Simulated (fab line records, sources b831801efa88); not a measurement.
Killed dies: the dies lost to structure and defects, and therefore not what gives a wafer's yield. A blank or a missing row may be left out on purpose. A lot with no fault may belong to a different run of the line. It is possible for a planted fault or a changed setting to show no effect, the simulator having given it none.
fab line records	flow sky130
record: lots: 24	wafers: 72	lastDay: 51
route steps=708 shown FIELD_ISO@14 VIA3@587 METAL5@664 PASSIVATION@682 PAD_OPEN@707
lots untouched by any fault: they come from a run of this same line in which no faults occurred
startH: start of the lot's first displayed wafer, in hours after the record's first day	waitH: time in hours since the lot's previous step	" unchanged from the row above	L1.1+2: a single row standing in for several wafers	- no value present, or no start provided	* or withheld: withheld	< > ~ a bound
route shown NAME@n: a module of which the file shows steps, and the number in the route of the first	usual: mean and standard deviation over wafers with no fault	same: alike in all rows	chamber/n: place in a boat	sites: each site's reading	_std_site: their standard deviation	_edge_site: inner sites' mean taken away from outer sites' mean	radiusMm: for every site, how far away it sits from the centre of the wafer	mask NAME#n: copy n	behind: tool/chamber where the wafer was last shaped	hold: cause of the lot's hold/its duration in hours/its outcome	device: names the non-switching transistor (n, p or np)	end of line: the tests these same wafers got at the end of their route	a step with no rows: only its recipe	killed: dies that structure and defects cost at the first sort, which is not the same as the wafer's yield	map: dies across one wafer; x = killed, . = not, _ = none there
set.NAME: the setting as run; set.NAME@STEP: as run at that earlier step	model.NAME: the simulator's own value behind a step, which no gauge read
the route's steps for a sample of lots (tables are steps, rows are wafers)
services: a tool's chamber out of use, with start hour (startH, from the record's first day; less than 0 if before it), hours out, and reason
== steps ==
step: SKY_FIELD_ISO_CD_MEAS_13
recipe: targetCdNm: 150
usual: cdNm: 149.5/1.8
lot.wafer	tool	chamber	startH	waitH	cdNm
L074.1	cdSem-02	-	29.28	-	147.6
L074.2	"	-	"	"	147.8
L074.4	"	-	"	"	148.4
L075.1	cdSem-02	-	34.83	-	148.8
L075.4	"	-	"	"	149.7
L075.5	"	-	"	"	148.1
L076.1	cdSem-02	-	38.48	-	149.0
L076.2	"	-	"	"	148.5
L076.4	"	-	"	"	149.4
L077.3	cdSem-02	-	44.26	-	151.7
L077.4	"	-	"	"	150.0
L077.5	"	-	"	"	151.6
L078.3	cdSem-02	-	50.33	-	153.4
L078.4	"	-	"	"	152.3
L078.5	"	-	"	"	152.1
L079.1	cdSem-01	-	54.93	-	147.1
L079.3	"	-	"	"	148.9
L079.4	"	-	"	"	147.5
L080.2	cdSem-01	-	62.89	-	148.8
L080.3	"	-	"	"	150.3
L080.6	"	-	"	"	150.8
L081.3	cdSem-01	-	69.37	-	149.5
L081.4	"	-	"	"	148.5
L081.5	"	-	"	"	148.4
L082.2	cdSem-02	-	69.70	-	148.8
L082.3	"	-	"	"	150.3
L082.6	"	-	"	"	149.8
L083.2	cdSem-02	-	80.60	-	148.3
L083.3	"	-	"	"	147.4
L083.4	"	-	"	"	149.3
L084.3	cdSem-01	-	88.96	-	148.7
L084.4	"	-	"	"	149.4
L084.6	"	-	"	"	150.3
L085.1	cdSem-02	-	89.09	-	147.8
L085.2	"	-	"	"	147.4
L085.5	"	-	"	"	148.5
L086.1	cdSem-01	-	93.18	-	147.1
L086.2	"	-	"	"	146.7
L086.6	"	-	"	"	148.4
L087.1	cdSem-02	-	98.97	-	153.5
L087.2	"	-	"	"	152.2
L087.4	"	-	"	"	151.6
L088.3	cdSem-02	-	101.37	-	150.2
L088.4	"	-	"	"	151.5
L088.6	"	-	"	"	150.0
L089.1	cdSem-02	-	106.54	-	147.9
L089.3	"	-	"	"	147.7
L089.4	"	-	"	"	146.9
L090.2	cdSem-02	-	111.55	-	148.2
L090.4	"	-	"	"	149.5
L090.5	"	-	"	"	148.7
L091.1	cdSem-02	-	118.03	-	148.8
L091.4	"	-	"	"	148.8
L091.6	"	-	"	"	149.5
L092.1	cdSem-01	-	122.52	-	152.8
L092.2	"	-	"	"	148.7
L092.6	"	-	"	"	153.9
L093.1	cdSem-02	-	133.89	-	150.4
L093.2	"	-	"	"	151.4
L093.3	"	-	"	"	152.1
L094.2	cdSem-01	-	134.09	-	152.2
L094.4	"	-	"	"	153.0
L094.6	"	-	"	"	152.4
L095.4	cdSem-02	-	144.69	-	148.4
L095.5	"	-	"	"	149.0
L095.6	"	-	"	"	149.9
L096.1	cdSem-01	-	144.79	-	148.7
L096.2	"	-	"	"	148.3
L096.5	"	-	"	"	148.9
L097.2	cdSem-01	-	150.36	-	149.6
L097.4	"	-	"	"	147.8
L097.5	"	-	"	"	148.0
step: SKY_VIA3_ETCH_14
recipe: chemistry: N2/H2	target: BARC	ionEnergyEv: 200	sourceW: 500	biasW: 100	pressureMtorr: 30	n2FlowSccm: 100	h2FlowSccm: 200	stopOn: SiO2	timeS: 45.9	targetDepthA: 600
usual: chamberPressureMTorr: 29.999/0.028	drypumpMotorCurrentA: 5.7/0.49	oesProductAu: 0.856/0.0047	throttleValvePct: 13.225/0.0089
lot.wafer	tool	chamber	startH	waitH	chamberPressureMTorr	drypumpMotorCurrentA	oesProductAu	rfHoursCounterH	throttleValvePct
L074.1	rieDiel-03	2	930.23	0.0	29.995	5.9	0.859	26	13.223
L074.2	"	1	"	"	30.020	6.0	0.859	9	13.233
L074.4	"	2	"	"	30.021	5.9	0.853	-	13.230
L075.1	rieDiel-03	1	951.48	0.0	29.966	6.0	0.863	10	13.232
L075.4	"	3	"	"	30.004	6.2	0.859	16	13.232
L075.5	"	2	"	"	30.002	5.9	0.862	-	13.237
L076.1	rieDiel-03	1	952.24	0.0	30.014	5.9	0.855	10	13.222
L076.2	"	3	"	"	30.011	6.2	0.857	16	13.220
L076.4	"	2	"	"	29.983	5.9	0.859	28	13.214
L077.3	rieDiel-04	1	968.18	0.0	29.944	5.2	0.852	16	13.213
L077.4	"	1	"	"	30.008	5.2	0.855	-	13.218
L077.5	"	3	"	"	29.959	6.6	0.850	-	13.229
L079.1	rieDiel-02	2	970.98	0.0	30.003	6.1	0.858	3	13.234
L079.3	"	0	"	"	30.031	5.2	0.853	15	13.238
L079.4	"	1	"	"	29.964	6.1	0.856	21	13.214
L078.3	rieDiel-02	3	976.04	0.0	30.025	5.0	0.860	13	13.240
L078.4	"	2	"	"	29.972	6.1	0.854	3	13.229
L078.5	"	3	"	"	30.001	5.0	0.861	-	13.235
L080.2	rieDiel-03	2	985.43	0.0	29.926	5.9	0.857	29	13.238
L080.3	"	0	"	"	29.982	5.2	0.860	12	13.211
L080.6	"	3	"	"	30.012	6.2	0.858	-	13.219
L081.3	rieDiel-03	1	994.68	0.0	29.994	5.9	0.850	11	13.215
L081.4	"	3	"	"	30.000	6.2	0.858	17	13.246
L081.5	"	2	"	"	29.976	5.9	0.860	-	13.237
L082.2	rieDiel-04	2	996.23	0.0	29.976	5.6	0.861	24	13.229
L082.3	"	0	"	"	30.011	5.4	0.853	9	13.216
L082.6	"	0	"	"	29.995	5.3	0.848	-	13.228
L083.2	rieDiel-04	0	1008.93	0.0	29.980	5.3	0.852	9	13.220
L083.3	"	1	"	"	30.010	5.2	0.854	17	13.235
L083.4	"	2	"	"	30.025	5.6	0.851	24	13.224
L085.1	rieDiel-04	2	1016.78	0.0	29.957	5.6	0.851	24	13.211
L085.2	"	1	"	"	30.039	5.2	0.850	18	13.208
L085.5	"	1	"	"	29.966	5.2	0.863	-	13.230
L084.3	rieDiel-03	0	1018.89	0.0	30.002	5.2	0.858	13	13.216
L084.4	"	3	"	"	29.977	6.2	0.858	18	13.233
L084.6	"	3	"	"	30.000	6.2	0.860	-	13.230
L086.1	rieDiel-04	1	1023.78	0.0	30.010	5.2	0.854	18	13.222
L086.2	"	2	"	"	29.976	5.6	0.852	25	13.218
L086.6	"	2	"	"	30.038	5.6	0.852	-	13.230
L087.1	rieDiel-03	1	1042.38	0.0	29.971	6.0	0.851	13	13.213
L087.2	"	3	"	"	30.017	6.2	0.854	20	13.225
L087.4	"	0	"	"	29.950	5.2	0.859	13	13.236
L088.3	rieDiel-02	2	1048.08	0.0	30.001	6.2	0.854	5	13.224
L088.4	"	1	"	"	30.011	6.1	0.854	24	13.223
L088.6	"	1	"	"	29.976	6.1	0.852	-	13.215
L089.1	rieDiel-04	0	1059.63	0.0	29.979	5.3	0.858	11	13.220
L089.3	"	3	"	"	30.029	6.6	0.852	20	13.238
L089.4	"	2	"	"	30.013	5.6	0.849	26	13.227
L090.2	rieDiel-04	0	1064.73	0.0	30.005	5.3	0.852	11	13.224
L090.4	"	1	"	"	29.988	5.2	0.859	19	13.243
L090.5	"	3	"	"	30.028	6.6	0.855	-	13.227
L091.1	rieDiel-03	1	1075.73	0.0	29.982	5.9	0.848	14	13.226
L091.4	"	3	"	"	29.997	6.2	0.863	-	13.218
L091.6	"	0	"	"	30.014	5.2	0.861	-	13.228
L092.1	rieDiel-04	1	1080.79	0.0	29.960	5.2	0.857	20	13.222
L092.2	"	3	"	"	30.029	6.6	0.851	20	13.216
L092.6	"	1	"	"	29.969	5.2	0.860	-	13.235
L093.1	rieDiel-04	1	1086.74	0.0	30.015	5.2	0.861	20	13.228
L093.2	"	2	"	"	30.015	5.6	0.862	26	13.215
L093.3	"	0	"	"	30.016	5.4	0.861	12	13.221
L094.2	rieDiel-02	0	1088.03	0.0	29.999	5.2	0.857	19	13.209
L094.4	"	2	"	"	30.014	6.2	0.864	7	13.236
L094.6	"	1	"	"	30.012	6.1	0.859	-	13.230
L096.1	rieDiel-02	3	1091.69	0.0	30.002	5.0	0.861	16	13.219
L096.2	"	1	"	"	29.998	6.1	0.848	26	13.224
L096.5	"	2	"	"	30.014	6.1	0.852	-	13.228
L095.4	rieDiel-04	3	1093.79	0.0	30.077	6.6	0.852	21	13.221
L095.5	"	2	"	"	30.008	5.6	0.846	-	13.241
L095.6	"	1	"	"	29.957	5.2	0.844	-	13.220
L097.2	rieDiel-02	0	1095.98	0.0	29.990	5.2	0.856	19	13.240
L097.4	"	1	"	"	29.990	6.1	0.853	26	13.224
L097.5	"	0	"	"	30.007	5.2	0.844	-	13.221
step: SKY_VIA3_STRIP_16
recipe: chemistry: O2/N2	powerW: 1400	pressureMtorr: 1500	platenTempC: withheld	o2FlowSccm: 3000	n2FlowSccm: 300	overashFraction: 0.5
usual: chamberPressureMTorr: 1500.0/1.4	drypumpMotorCurrentA: 5.6/0.56	o2FlowSccm: 2999/8.9	oesProductAu: 0.402/0.0048	stripTimeToEndpointS: 4.13/0.03
lot.wafer	tool	chamber	startH	waitH	chamberPressureMTorr	drypumpMotorCurrentA	o2FlowSccm	oesProductAu	rfHoursCounterH	stripTimeToEndpointS
L074.1	plasmaAsher-04	1	930.33	0.0	1501.3	4.9	3007	0.402	48	4.13
L074.2	"	0	"	"	1500.9	5.2	3012	0.397	48	4.11
L074.4	"	0	"	"	1501.3	5.2	3003	0.394	-	4.13
L075.1	plasmaAsher-03	1	951.58	0.0	1499.1	5.8	3007	0.403	21	4.16
L075.4	"	1	"	"	1501.8	5.8	3005	0.410	-	4.17
L075.5	"	1	"	"	1500.8	5.8	3003	0.399	-	4.14
L076.1	plasmaAsher-01	0	952.34	0.0	1501.6	5.7	2992	0.399	114	4.11
L076.2	"	1	"	"	1500.3	4.8	2982	0.393	114	4.11
L076.4	"	0	"	"	1499.0	5.7	2994	0.397	-	4.11
L077.3	plasmaAsher-03	1	968.32	0.1	1497.3	5.8	3000	0.405	-	4.15
L077.4	"	0	"	"	1499.1	6.3	2993	0.393	-	4.14
L077.5	"	1	"	"	1500.2	5.8	2988	0.398	-	4.13
L079.1	plasmaAsher-03	0	971.09	0.0	1499.9	6.4	3000	0.401	22	4.09
L079.3	"	0	"	"	1499.4	6.4	3000	0.407	-	4.11
L079.4	"	1	"	"	1497.5	5.8	2998	0.399	-	4.15
L078.3	plasmaAsher-04	1	976.18	0.1	1503.2	4.9	2997	0.407	-	4.13
L078.4	"	0	"	"	1499.7	5.2	2993	0.402	-	4.11
L078.5	"	0	"	"	1500.4	5.2	2996	0.402	-	4.11
L080.2	plasmaAsher-03	0	985.53	0.0	1499.0	6.4	3009	0.413	24	4.17
L080.3	"	1	"	"	1499.5	5.8	2986	0.398	-	4.12
L080.6	"	0	"	"	1499.9	6.4	3000	0.398	-	4.17
L081.3	plasmaAsher-03	1	994.82	0.1	1498.9	5.8	3017	0.408	-	4.16
L081.4	"	0	"	"	1500.8	6.4	2991	0.396	-	4.13
L081.5	"	1	"	"	1501.2	5.8	3036	0.407	-	4.17
L082.2	plasmaAsher-03	0	996.33	0.0	1498.8	6.3	3013	0.399	25	4.16
L082.3	"	0	"	"	1498.9	6.3	3016	0.396	-	4.09
L082.6	"	1	"	"	1502.1	5.8	2993	0.404	-	4.14
L083.2	plasmaAsher-01	0	1009.03	0.0	1500.2	5.7	3010	0.409	120	4.15
L083.3	"	0	"	"	1501.4	5.7	2997	0.405	-	4.17
L083.4	"	1	"	"	1498.7	4.8	2999	0.406	-	4.18
L085.1	plasmaAsher-01	0	1016.89	0.0	1501.2	5.7	3003	0.407	121	4.15
L085.2	"	1	"	"	1501.0	4.8	3019	0.406	121	4.17
L085.5	"	1	"	"	1501.3	4.9	2993	0.404	-	4.15
L084.3	plasmaAsher-04	0	1019.03	0.1	1501.4	5.2	3002	0.401	-	4.12
L084.4	"	1	"	"	1499.7	4.9	3011	0.405	-	4.15
L084.6	"	1	"	"	1499.0	4.9	3003	0.400	-	4.12
L086.1	plasmaAsher-03	1	1023.89	0.0	1500.6	5.8	3009	0.413	28	4.19
L086.2	"	0	"	"	1500.3	6.3	2995	0.406	28	4.18
L086.6	"	0	"	"	1499.2	6.3	3000	0.406	-	4.15
L087.1	plasmaAsher-04	0	1042.49	0.0	1499.2	5.2	3004	0.404	60	4.19
L087.2	"	1	"	"	1503.0	4.9	3002	0.411	60	4.17
L087.4	"	0	"	"	1500.8	5.2	3000	0.399	-	4.13
L088.3	plasmaAsher-03	1	1048.21	0.1	1501.6	5.8	3000	0.416	-	4.09
L088.4	"	0	"	"	1499.6	6.3	3009	0.397	-	4.12
L088.6	"	1	"	"	1500.2	5.8	2994	0.404	-	4.13
L089.1	plasmaAsher-04	1	1059.74	0.0	1499.3	4.8	3008	0.403	62	4.15
L089.3	"	0	"	"	1501.0	5.2	3007	0.407	-	4.12
L089.4	"	1	"	"	1499.6	4.9	3015	0.404	-	4.22
L090.2	plasmaAsher-01	1	1064.83	0.0	1498.1	4.9	2997	0.404	0	4.13
L090.4	"	0	"	"	1499.6	5.7	2993	0.404	-	4.15
L090.5	"	0	"	"	1497.5	5.7	2995	0.408	-	4.15
L091.1	plasmaAsher-01	1	1075.84	0.0	1496.3	4.8	3007	0.398	1	4.11
L091.4	"	1	"	"	1499.2	4.8	2998	0.399	-	4.11
L091.6	"	0	"	"	1498.8	5.7	2992	0.392	-	4.08
L092.1	plasmaAsher-03	1	1080.89	0.0	1498.1	5.8	2998	0.404	33	4.14
L092.2	"	0	"	"	1500.0	6.4	2988	0.399	33	4.08
L092.6	"	0	"	"	1500.0	6.3	2998	0.406	-	4.14
L093.1	plasmaAsher-03	1	1086.84	0.0	1500.5	5.8	2992	0.404	34	4.16
L093.2	"	0	"	"	1501.4	6.3	2999	0.404	34	4.16
L093.3	"	1	"	"	1500.8	5.8	2996	0.403	-	4.16
L094.2	plasmaAsher-03	1	1088.14	0.0	1497.8	5.8	3003	0.405	34	4.08
L094.4	"	0	"	"	1498.9	6.3	2991	0.400	-	4.08
L094.6	"	0	"	"	1500.0	6.3	3008	0.413	-	4.13
L096.1	plasmaAsher-04	0	1091.79	0.0	1498.6	5.2	3011	0.399	64	4.14
L096.2	"	1	"	"	1499.9	4.9	2994	0.399	64	4.11
L096.5	"	0	"	"	1499.4	5.2	2996	0.404	-	4.12
L095.4	plasmaAsher-04	0	1093.93	0.1	1499.3	5.2	2999	0.404	-	4.11
L095.5	"	1	"	"	1498.4	4.9	3000	0.402	-	4.17
L095.6	"	0	"	"	1499.6	5.2	2993	0.395	-	4.13
L097.2	plasmaAsher-03	1	1096.09	0.0	1499.5	5.8	2993	0.402	35	4.11
L097.4	"	0	"	"	1499.7	6.3	2989	0.399	-	4.14
L097.5	"	1	"	"	1501.5	5.8	2984	0.397	-	4.09
step: SKY_METAL5_SPUTTER_03
recipe: material: Ti	targetThkNm: 5	powerW: 3000	timeS: 3.3	chamberPressurePa: 0.4
usual: throttleValvePct: 30.0/1
lot.wafer	tool	chamber	startH	waitH	throttleValvePct
L074.1	pvdSputter-04	-	1008.62	0.0	29.4
L074.2	"	-	"	"	29.5
L074.4	"	-	"	"	30.4
L075.1	pvdSputter-04	-	1028.73	0.0	29.6
L075.4	"	-	"	"	29.7
L075.5	"	-	"	"	31.1
L076.1	pvdSputter-03	-	1029.40	0.0	29.0
L076.2	"	-	"	"	28.9
L076.4	"	-	"	"	31.6
L077.3	pvdSputter-02	-	1044.07	0.0	28.5
L077.4	"	-	"	"	31.1
L077.5	"	-	"	"	31.1
L079.1	pvdSputter-04	-	1045.94	0.0	30.9
L079.3	"	-	"	"	29.6
L079.4	"	-	"	"	29.3
L078.3	pvdSputter-04	-	1050.74	0.0	31.1
L078.4	"	-	"	"	31.0
L078.5	"	-	"	"	29.7
L080.2	pvdSputter-02	-	1058.78	0.0	30.9
L080.3	"	-	"	"	31.0
L080.6	"	-	"	"	31.0
L081.3	pvdSputter-04	-	1068.39	0.0	31.1
L081.4	"	-	"	"	29.5
L081.5	"	-	"	"	29.5
L082.2	pvdSputter-02	-	1069.80	0.0	28.5
L082.3	"	-	"	"	28.6
L082.6	"	-	"	"	31.3
L083.2	pvdSputter-03	-	1080.02	0.0	28.4
L083.3	"	-	"	"	29.2
L083.4	"	-	"	"	31.6
L085.1	pvdSputter-03	-	1088.79	0.0	31.8
L085.2	"	-	"	"	29.1
L085.5	"	-	"	"	28.8
L084.3	pvdSputter-03	-	1089.95	0.0	29.0
L084.4	"	-	"	"	29.0
L084.6	"	-	"	"	28.6
L086.1	pvdSputter-02	-	1093.72	0.0	30.9
L086.2	"	-	"	"	28.6
L086.6	"	-	"	"	31.2
L087.1	pvdSputter-04	-	1111.32	0.0	30.6
L087.2	"	-	"	"	30.8
L087.4	"	-	"	"	29.5
L088.3	pvdSputter-04	-	1117.12	0.0	30.5
L088.4	"	-	"	"	29.7
L088.6	"	-	"	"	29.5
L089.1	pvdSputter-03	-	1125.97	0.0	28.9
L089.3	"	-	"	"	28.5
L089.4	"	-	"	"	31.8
L090.2	pvdSputter-02	-	1131.22	0.0	31.0
L090.4	"	-	"	"	28.8
L090.5	"	-	"	"	31.2
L091.1	pvdSputter-04	-	1142.31	0.0	30.5
L091.4	"	-	"	"	30.9
L091.6	"	-	"	"	29.4
L092.1	pvdSputter-04	-	1145.46	0.0	30.7
L092.2	"	-	"	"	30.5
L092.6	"	-	"	"	29.7
L093.1	pvdSputter-02	-	1152.50	0.0	29.0
L093.2	"	-	"	"	31.1
L093.3	"	-	"	"	31.1
L094.2	pvdSputter-04	-	1153.51	0.0	30.7
L094.4	"	-	"	"	29.4
L094.6	"	-	"	"	29.6
L096.1	pvdSputter-04	-	1156.77	0.0	31.1
L096.2	"	-	"	"	29.7
L096.5	"	-	"	"	29.5
L095.4	pvdSputter-04	-	1158.04	0.0	30.3
L095.5	"	-	"	"	29.6
L095.6	"	-	"	"	30.6
L097.2	pvdSputter-02	-	1160.65	0.0	28.5
L097.4	"	-	"	"	28.4
L097.5	"	-	"	"	28.7
step: SKY_PASSIVATION_THK_MEAS_01
recipe: reads: SiO2_of_PASSIVATION_CVD_00
usual: PASSIVATION_CVD_00_THK: 89.6/1.1
lot.wafer	tool	chamber	startH	waitH	PASSIVATION_CVD_00_THK[nm]
L074.1	filmMetro-02	-	1032.91	-	88.4
L074.2	"	-	"	"	89.0
L074.4	"	-	"	"	90.8
L075.1	filmMetro-01	-	1051.97	-	89.9
L075.4	"	-	"	"	92.7
L075.5	"	-	"	"	91.6
L076.1	filmMetro-04	-	1052.61	-	88.1
L076.2	"	-	"	"	87.5
L076.4	"	-	"	"	89.6
L077.3	filmMetro-02	-	1067.28	-	89.4
L077.4	"	-	"	"	90.3
L077.5	"	-	"	"	89.4
L079.1	filmMetro-04	-	1068.69	-	88.9
L079.3	"	-	"	"	89.5
L079.4	"	-	"	"	90.4
L078.3	filmMetro-04	-	1073.64	-	89.1
L078.4	"	-	"	"	88.2
L078.5	"	-	"	"	89.3
L080.2	filmMetro-04	-	1080.59	-	89.3
L080.3	"	-	"	"	89.5
L080.6	"	-	"	"	90.5
L081.3	filmMetro-04	-	1090.28	-	89.3
L081.4	"	-	"	"	90.1
L081.5	"	-	"	"	90.6
L082.2	filmMetro-02	-	1091.68	-	88.2
L082.3	"	-	"	"	89.1
L082.6	"	-	"	"	89.4
L083.2	filmMetro-01	-	1101.72	-	88.4
L083.3	"	-	"	"	87.7
L083.4	"	-	"	"	89.1
L085.1	filmMetro-02	-	1110.40	-	89.3
L085.2	"	-	"	"	89.3
L085.5	"	-	"	"	90.4
L084.3	filmMetro-02	-	1111.73	-	89.8
L084.4	"	-	"	"	91.4
L084.6	"	-	"	"	89.8
L086.1	filmMetro-02	-	1115.76	-	88.1
L086.2	"	-	"	"	87.0
L086.6	"	-	"	"	90.4
L087.1	filmMetro-01	-	1132.74	-	88.4
L087.2	"	-	"	"	89.3
L087.4	"	-	"	"	89.5
L088.3	filmMetro-04	-	1138.65	-	88.5
L088.4	"	-	"	"	90.3
L088.6	"	-	"	"	90.3
L089.1	filmMetro-04	-	1146.11	-	88.3
L089.3	"	-	"	"	87.6
L089.4	"	-	"	"	88.9
L090.2	filmMetro-01	-	1151.08	-	90.1
L090.4	"	-	"	"	91.2
L090.5	"	-	"	"	91.5
L091.1	filmMetro-02	-	1162.02	-	89.1
L091.4	"	-	"	"	90.2
L091.6	"	-	"	"	88.2
L092.1	filmMetro-02	-	1164.96	-	88.4
L092.2	"	-	"	"	88.1
L092.6	"	-	"	"	90.2
L093.1	filmMetro-02	-	1171.16	-	87.6
L093.2	"	-	"	"	87.6
L093.3	"	-	"	"	87.7
L094.2	filmMetro-02	-	1171.54	-	88.5
L094.4	"	-	"	"	90.3
L094.6	"	-	"	"	89.6
L096.1	filmMetro-04	-	1175.34	-	88.8
L096.2	"	-	"	"	90.1
L096.5	"	-	"	"	91.1
L095.4	filmMetro-04	-	1177.46	-	90.4
L095.5	"	-	"	"	89.9
L095.6	"	-	"	"	91.3
L097.2	filmMetro-01	-	1178.87	-	89.4
L097.4	"	-	"	"	91.5
L097.5	"	-	"	"	89.7
step: SKY_PAD_OPEN_BOW_MEAS_13
recipe: mode: bow
usual: PAD_OPEN_BOW: 50/8.9
lot.wafer	tool	chamber	startH	waitH	PAD_OPEN_BOW[um]
L074.1	filmMetro-03	-	1078.40	-	56
L074.2	"	-	"	"	53
L074.4	"	-	"	"	55
L075.1	filmMetro-01	-	1097.78	-	46
L075.4	"	-	"	"	45
L075.5	"	-	"	"	32
L076.1	filmMetro-01	-	1098.07	-	59
L076.2	"	-	"	"	68
L076.4	"	-	"	"	66
L077.3	filmMetro-03	-	1111.51	-	35
L077.4	"	-	"	"	43
L077.5	"	-	"	"	62
L079.1	filmMetro-01	-	1113.05	-	38
L079.3	"	-	"	"	48
L079.4	"	-	"	"	42
L078.3	filmMetro-03	-	1117.92	-	49
L078.4	"	-	"	"	49
L078.5	"	-	"	"	53
L080.2	filmMetro-01	-	1124.45	-	45
L080.3	"	-	"	"	39
L080.6	"	-	"	"	38
L081.3	filmMetro-01	-	1134.19	-	52
L081.4	"	-	"	"	53
L081.5	"	-	"	"	57
L082.2	filmMetro-03	-	1134.85	-	53
L082.3	"	-	"	"	61
L082.6	"	-	"	"	45
L083.2	filmMetro-03	-	1144.16	-	38
L083.3	"	-	"	"	36
L083.4	"	-	"	"	37
L085.1	filmMetro-04	-	1152.49	-	49
L085.2	"	-	"	"	36
L085.5	"	-	"	"	69
L084.3	filmMetro-04	-	1154.09	-	27
L084.4	"	-	"	"	42
L084.6	"	-	"	"	50
L086.1	filmMetro-04	-	1156.09	-	53
L086.2	"	-	"	"	42
L086.6	"	-	"	"	57
L087.1	filmMetro-04	-	1171.05	-	58
L087.2	"	-	"	"	57
L087.4	"	-	"	"	60
L088.3	filmMetro-01	-	1178.22	-	43
L088.4	"	-	"	"	45
L088.6	"	-	"	"	40
L089.1	filmMetro-01	-	1184.53	-	51
L089.3	"	-	"	"	56
L089.4	"	-	"	"	36
L090.2	filmMetro-03	-	1188.78	-	41
L090.4	"	-	"	"	61
L090.5	"	-	"	"	35
L091.1	filmMetro-03	-	1199.04	-	49
L091.4	"	-	"	"	45
L091.6	"	-	"	"	54
L092.1	filmMetro-01	-	1202.01	-	63
L092.2	"	-	"	"	60
L092.6	"	-	"	"	49
L093.1	filmMetro-03	-	1207.00	-	40
L093.2	"	-	"	"	58
L093.3	"	-	"	"	49
L094.2	filmMetro-01	-	1207.71	-	38
L094.4	"	-	"	"	39
L094.6	"	-	"	"	44
L096.1	filmMetro-03	-	1209.08	-	56
L096.2	"	-	"	"	52
L096.5	"	-	"	"	50
L095.4	filmMetro-01	-	1213.19	-	52
L095.5	"	-	"	"	46
L095.6	"	-	"	"	55
L097.2	filmMetro-03	-	1213.95	-	62
L097.4	"	-	"	"	44
L097.5	"	-	"	"	51
== services ==
tool	chamber	startH	hours	kind
rieDiel-02	3	914.49	4.4	repair
rieDiel-04	0	916.28	13.4	repair
rieDiel-02	-	927.64	14.6	pm
rieDiel-03	3	928.55	15.0	repair
rieDiel-02	3	945.80	5.2	repair
plasmaAsher-04	-	951.47	0.5	repair
rieDiel-04	2	961.69	24.4	repair
pvdSputter-02	-	965.87	6.6	repair
plasmaAsher-04	-	973.11	0.7	repair
rieDiel-02	0	979.05	8.9	repair
pvdSputter-02	-	987.41	4.3	repair
pvdSputter-03	-	1019.39	1.4	repair
pvdSputter-04	0	1044.09	-	consumableReplace:kit
pvdSputter-04	0	1044.09	18.0	scheduledDown
pvdSputter-04	0	1044.09	18.0	ventCycle
plasmaAsher-01	-	1055.25	9.0	pm
pvdSputter-03	-	1056.67	3.3	repair
plasmaAsher-04	-	1071.79	4.3	pm
rieDiel-04	3	1089.70	3.3	repair
rieDiel-04	3	1099.33	8.9	repair
pvdSputter-04	3	1129.91	-	consumableReplace:kit
pvdSputter-04	3	1129.91	18.0	scheduledDown
pvdSputter-04	3	1129.91	18.0	ventCycle
rieDiel-02	0	1132.02	8.6	repair
== key ==
fault none
